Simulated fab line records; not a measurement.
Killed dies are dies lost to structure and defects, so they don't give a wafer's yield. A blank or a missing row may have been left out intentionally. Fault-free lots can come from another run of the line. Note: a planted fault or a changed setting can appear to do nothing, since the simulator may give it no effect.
Matching of chambers ; flow gf180mcu ; GF_V5_ETCH_16 on rieDiel-04: 4 sister chambers
The step etches BARC in N2/H2. 4 wafers are shown with their chamber, then 8 later ones without.

== WAFERS, EACH WITH ITS CHAMBER ==
wafer;chamber;drypumpMotorCurrentA (A)
L090.5;1;5.8
L092.4;0;5.6
L092.6;3;4.6
L093.3;2;5.7

== WAFERS MISSING THEIR CHAMBER ==
wafer;drypumpMotorCurrentA (A)
L093.5;4.7
L093.6;5.5
L095.1;5.6
L095.2;4.7
L095.3;5.9
L097.1;5.5
L097.5;4.7
L097.6;5.6

== WHICH CHAMBER EACH ONE RAN IN ==
wafer;from the rows above;in truth
L093.5;3;3
L093.6;can't be placed: 0 or 2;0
L095.1;can't be placed: 0 or 2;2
L095.2;3;3
L095.3;can't be placed: 1 or 2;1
L097.1;can't be placed: 0 or 2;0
L097.5;3;3
L097.6;can't be placed: 0 or 2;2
Correct placement for 3 of the 8. These rows do not allow placing 5 (true chamber among the candidates in 5). 0 placed wrongly.
How it was worked out, from the rows above alone: a wafer's distance from a chamber is the root of the sum, over the readings, of the square of ((its reading less the chamber's mean) divided by the reading's scatter). The wafer belongs to the nearest chamber; if the next one is less than 2 further off, it can't be placed. For every chamber, the mean is computed from those of its wafers that are shown. The scatter: with one shown wafer a chamber, the root of the mean of the squares of how far each hidden wafer lies from its nearest shown one.
